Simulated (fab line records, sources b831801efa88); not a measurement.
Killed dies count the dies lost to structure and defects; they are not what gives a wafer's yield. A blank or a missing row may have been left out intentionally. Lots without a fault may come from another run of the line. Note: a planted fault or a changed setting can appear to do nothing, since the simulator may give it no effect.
What tool caused it? + flow gf180mcu + Sampling: 13 lots, 39 wafers, 3 of 602 route steps

== WHAT THE GAUGES READ, wafer by wafer ==
GF_VT_IMPLANT_RS_MEAS_49: the measuring method here is four-point-probe. Usual: for MVPSD_RS the level is 1170.2 ohm/sq and the standard deviation is 3.
| lot  | measured     | on            | MVPSD_RS (ohm/sq)    | flag |
|------|--------------|---------------|----------------------|------|
| L748 | day 7 11:55  | film metro-02 | 1171.7 1172.5 1170.4 |      |
| L750 | day 8 04:19  | film metro-03 | 1167.7 1163.5 1165.2 |      |
| L751 | day 8 10:29  | film metro-02 | 1172.5 1169.5 1168.8 |      |
| L752 | day 8 18:35  | film metro-02 | 1169.9 1169.3 1170.2 |      |
| L753 | day 9 00:25  | film metro-04 | 1169.0 1169.2 1170.7 |      |
| L757 | day 10 04:55 | film metro-03 | 1171.7 1169.2 1170.6 |      |
| L758 | day 10 10:49 | film metro-02 | 1104.7 1101.7 1101.3 | OFF  |
| L762 | day 11 12:33 | film metro-03 | 1103.6 1103.4 1104.6 | OFF  |
| L764 | day 12 03:05 | film metro-04 | 1170.2 1169.3 1173.0 |      |
| L765 | day 12 08:26 | film metro-02 | 1169.5 1169.5 1172.0 |      |
| L767 | day 12 21:38 | film metro-03 | 1174.8 1172.2 1171.7 |      |
| L770 | day 13 17:39 | film metro-03 | 1169.1 1168.8 1169.1 |      |
| L771 | day 14 00:59 | film metro-04 | 1171.6 1175.6 1171.0 |      |

== EACH LOT AND THE TOOL THAT RAN IT (in order: tool; ch and the chambers of the sampled wafers; start) ==
| lot  | GF_STI_CMP_25                | GF_MVPSD_IMPLANT_09             |
|------|------------------------------|---------------------------------|
| L748 | cmp-01 ch 0,2,3, day 2 04:12 | implanter-01 ch 0, day 4 22:47  |
| L750 | cmp-02 ch 1,3, day 2 13:53   | implanter-03 ch 0, day 5 12:37  |
| L751 | cmp-02 ch 0,1, day 2 19:22   | implanter-02 ch 0, day 5 18:53  |
| L752 | cmp-02 ch 0,1,2, day 3 00:26 | implanter-01 ch 0, day 5 23:55  |
| L753 | cmp-01 ch 0,1,3, day 3 05:06 | implanter-02 ch 0, day 6 06:31  |
| L757 | cmp-02 ch 0,2,3, day 4 02:25 | implanter-02 ch 0, day 7 08:14  |
| L758 | cmp-02 ch 1,2,3, day 4 07:18 | implanter-02 ch 0, day 7 14:43  |
| L762 | cmp-02 ch 0,1,3, day 5 04:41 | implanter-02 ch 0, day 8 13:28  |
| L764 | cmp-01 ch 1,2,3, day 5 15:16 | implanter-01 ch 0, day 9 01:59  |
| L765 | cmp-01 ch 2,3, day 5 19:53   | implanter-01 ch 0, day 9 07:25  |
| L767 | cmp-02 ch 0,1,2, day 6 04:38 | implanter-01 ch 0, day 9 19:14  |
| L770 | cmp-02 ch 1,3, day 6 21:47   | implanter-01 ch 0, day 10 12:41 |
| L771 | cmp-01 ch 0,1, day 7 02:31   | implanter-03 ch 0, day 10 18:44 |
- GF_STI_CMP_25: polishes, stops on Si3N4, t overpolish 33 s, target thk 524.6 nm.
- GF_MVPSD_IMPLANT_09

== AS READ BY THE TOOLS THEMSELVES (means over the sampled wafers that have a number; for cases with no such wafer, the mark the record gives instead) ==
GF_STI_CMP_25. Usual: motor current A 11.2 A, standard deviation 1.1; overpolish run s 33.000 s, standard deviation 0.011; time to endpoint s 125.8 s, standard deviation 3.
| lot  | tool   | motor current A (A) | overpolish run s (s) | time to endpoint s (s) | flag |
|------|--------|---------------------|----------------------|------------------------|------|
| L748 | cmp-01 | 12.0                | 32.998               | 123.2                  |      |
| L750 | cmp-02 | 11.1                | 33.004               | 123.0                  |      |
| L751 | cmp-02 | 11.6                | 32.999               | 127.9                  |      |
| L752 | cmp-02 | 11.4                | 32.990               | 125.3                  |      |
| L753 | cmp-01 | 11.4                | 33.001               | 124.5                  |      |
| L757 | cmp-02 | 10.7                | 32.997               | 129.7                  |      |
| L758 | cmp-02 | 10.6                | 32.992               | 130.0                  |      |
| L762 | cmp-02 | 11.0                | 33.009               | 125.8                  |      |
| L764 | cmp-01 | 12.1                | 32.998               | 125.6                  |      |
| L765 | cmp-01 | 12.0                | 32.995               | 126.7                  |      |
| L767 | cmp-02 | 11.6                | 32.994               | 125.4                  |      |
| L770 | cmp-02 | 10.2                | 32.999               | 126.4                  |      |
| L771 | cmp-01 | 10.4                | 32.991               | 128.4                  |      |

GF_MVPSD_IMPLANT_09. Usual: dose ions cm2 5e+12, standard deviation 5.1e+09; faraday current uA 28.2, standard deviation 0.52.
| lot  | tool         | dose ions cm2 | faraday current uA | flag |
|------|--------------|---------------|--------------------|------|
| L748 | implanter-01 | 5e+12         | 28.5               |      |
| L750 | implanter-03 | 5e+12         | 28.2               |      |
| L751 | implanter-02 | 5e+12         | 28.1               |      |
| L752 | implanter-01 | 5e+12         | 28.6               |      |
| L753 | implanter-02 | 5e+12         | 28.3               |      |
| L757 | implanter-02 | 5e+12         | 28.2               |      |
| L758 | implanter-02 | 7e+12         | 37.6               | OFF  |
| L762 | implanter-02 | 7e+12         | 38.4               | OFF  |
| L764 | implanter-01 | 5e+12         | 27.8               |      |
| L765 | implanter-01 | 5e+12         | 28.5               |      |
| L767 | implanter-01 | 5e+12         | 28.0               |      |
| L770 | implanter-01 | 5e+12         | 28.7               |      |
| L771 | implanter-03 | 5e+12         | 28.0               |      |

== THE ANSWER, worked out from the rows above alone ==
Rule: take the mean of a lot's wafers that have a number; if it is more than 3 standard deviations from the usual mean, the lot is off. A lot without any number at a reading at which 4 lots or more have one is off too. All remaining lots with rows at the step are treated as sound. First the gauges in route order, then the tools' own readings, where a lot's mean is used as printed above. At the first step where some lot is off, the reading lying furthest off is the one used; lots without a number count as furthest.
Off: L758, L762, seen at GF_VT_IMPLANT_RS_MEAS_49 (MVPSD_RS).
If a tool, at a process step before that reading, ran all the lots that are off and no sound lot after the first of them, it fits. The gauges at GF_VT_IMPLANT_RS_MEAS_49 aren't tried: what is off there is off at GF_MVPSD_IMPLANT_09 too, on other tools, and a gauge's error can't cause that. One fits: implanter-02 at GF_MVPSD_IMPLANT_09. A fault onset in the window from L757 (day 7 08:14, its last sound lot) to L758 (day 7 14:43, its first lot off) fits.
The tool's own readings at GF_MVPSD_IMPLANT_09 bear it out: on the lots that are off they differ by more than 5 times the standard deviation of the sound lots' means. dose ions cm2 reads 7e+12 there against 5e+12 on the sound lots; faraday current uA reads 38.0 there against 28.3 on the sound lots.

== WHAT THE SIMULATOR HAD INSERTED ==
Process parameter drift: implanter-02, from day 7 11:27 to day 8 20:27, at GF_MVPSD_IMPLANT_09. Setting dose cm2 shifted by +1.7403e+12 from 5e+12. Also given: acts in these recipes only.
Lots struck among those shown: L758, L762. The rule given above showed the same thing.
